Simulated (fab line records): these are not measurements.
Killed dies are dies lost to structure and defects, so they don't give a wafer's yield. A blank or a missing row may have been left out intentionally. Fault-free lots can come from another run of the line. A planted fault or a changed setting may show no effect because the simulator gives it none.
A lot that was struck, set against a sound lot    flow gf180mcu    15 out of 602 route steps
Sound: these wafers, L199.1, L199.4, L199.6. Struck: wafer L203.4 (left out: L203.1, L203.6 of the same lot, which were not struck); the cause appears at the end.
Each step with rows lists, per side, the tool, then ch with its chambers, then its first start. Under that, the readings that differ: sound wafers    struck wafers    difference of the means    sigmas: that difference in standard deviations of wafers without a fault.
alike: same words and numbers on both sides, and readings whose means sit less than 2 such deviations apart. not compared: any withheld reading, any reading some wafer has no value for, any bound like >300 that may hide the same value, and any number with overlapping values for which the record gives no deviation.
A row with sigmas, a row that says differs or no value, or rows on one side alone: a step with any of these is where the two part. Non-overlapping numbers with no deviation appear without sigmas and do not part them. Lack of a reading on every wafer of one side parts them only where that side has two or more wafers.

first, 6 steps without rows for these wafers: GF_TOP_METAL_HMDS_08 (prime time 60 s); GF_TOP_METAL_COAT_09 (resist thk 1491 nm); GF_TOP_METAL_SOFTBAKE_10 (time 60 s); GF_TOP_METAL_EXPOSE_11 (exposes mask MetalTop, target cd 440 nm); GF_TOP_METAL_PEB_12; GF_TOP_METAL_DEVELOP_13 (develop time 60 s).
GF_TOP_METAL_CD_MEAS_14 targets a cd of 440 nm.
  struck on cd_sem-02, day 29 01:47; sound on cd_sem-02, day 27 22:14
  alike: cd_nm
GF_TOP_METAL_OVL_MEAS_15:
  struck on overlay-02, day 29 01:55; sound on overlay-01, day 27 22:22
  alike: TOP_METAL_OVL
GF_TOP_METAL_METAL_ETCH_16: etches the open film in Cl2/BCl3, stops on SiO2, target depth 1197 nm, time 199.5 s.
  sound on rie_metal-04 ch 0,1, day 27 22:24; struck on rie_metal-01 ch 1, day 29 01:57
  alike: chamber_pressure_mTorr, drypump_motor_current_A, oes_product_au, throttle_valve_pct
  not compared: rf_hours_counter_h
GF_TOP_METAL_STRIP_17: strips in O2/N2.
  sound on plasma_asher-01 ch 0,1, day 27 22:35; struck on plasma_asher-02 ch 0, day 29 02:08
  alike: chamber_pressure_mTorr, drypump_motor_current_A, heater_power_w, oes_product_au, strip_time_to_endpoint_s
  not compared: rf_hours_counter_h
then, 2 steps without rows for these wafers: GF_TOP_METAL_STRIP_18 (strips in post etch residue remover, time 1200 s); GF_TOP_METAL_CLEAN_19 (cleans in DIW).
GF_PASSIVATION_CVD_00: deposits SiO2 from TEOS, target thk 1000 nm, time 111.95 s.
  sound on pecvd-01 ch 1,2, day 27 23:07; struck on pecvd-01 ch 1, day 29 02:41
reading                                       sound              struck  difference  sigmas
rf_fwd_power_W (W)                            597.8 597.9 597.9  693.4   +95.5       +48
model.SiO2_of_PASSIVATION_CVD_00.thk_nm (nm)  1003 1010 1024     1041    +29         
  alike: heater_power_w
  not compared: since_wet_clean_h
GF_PASSIVATION_THK_MEAS_01:
  struck on film_metro-01, day 29 02:46; sound on film_metro-03, day 27 23:12
  alike: PASSIVATION_CVD_00_THK
GF_PASSIVATION_CVD_02: deposits Si3N4, target thk 700 nm, time 486.18 s.
  sound on pecvd-03 ch 1,2, day 27 23:16; struck on pecvd-02 ch 2, day 29 02:49
reading             sound        struck  difference  sigmas
heater_power_w (W)  796 835 863  609     -222        -2
  alike: rf_fwd_power_W
  not compared: since_wet_clean_h

WHERE THEY PART
First at GF_PASSIVATION_CVD_00; last, within this record, at GF_PASSIVATION_CVD_02.

WHY: what had been put in by the simulator
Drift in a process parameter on pecvd-01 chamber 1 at GF_PASSIVATION_CVD_00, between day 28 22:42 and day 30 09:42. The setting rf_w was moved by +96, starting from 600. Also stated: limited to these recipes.
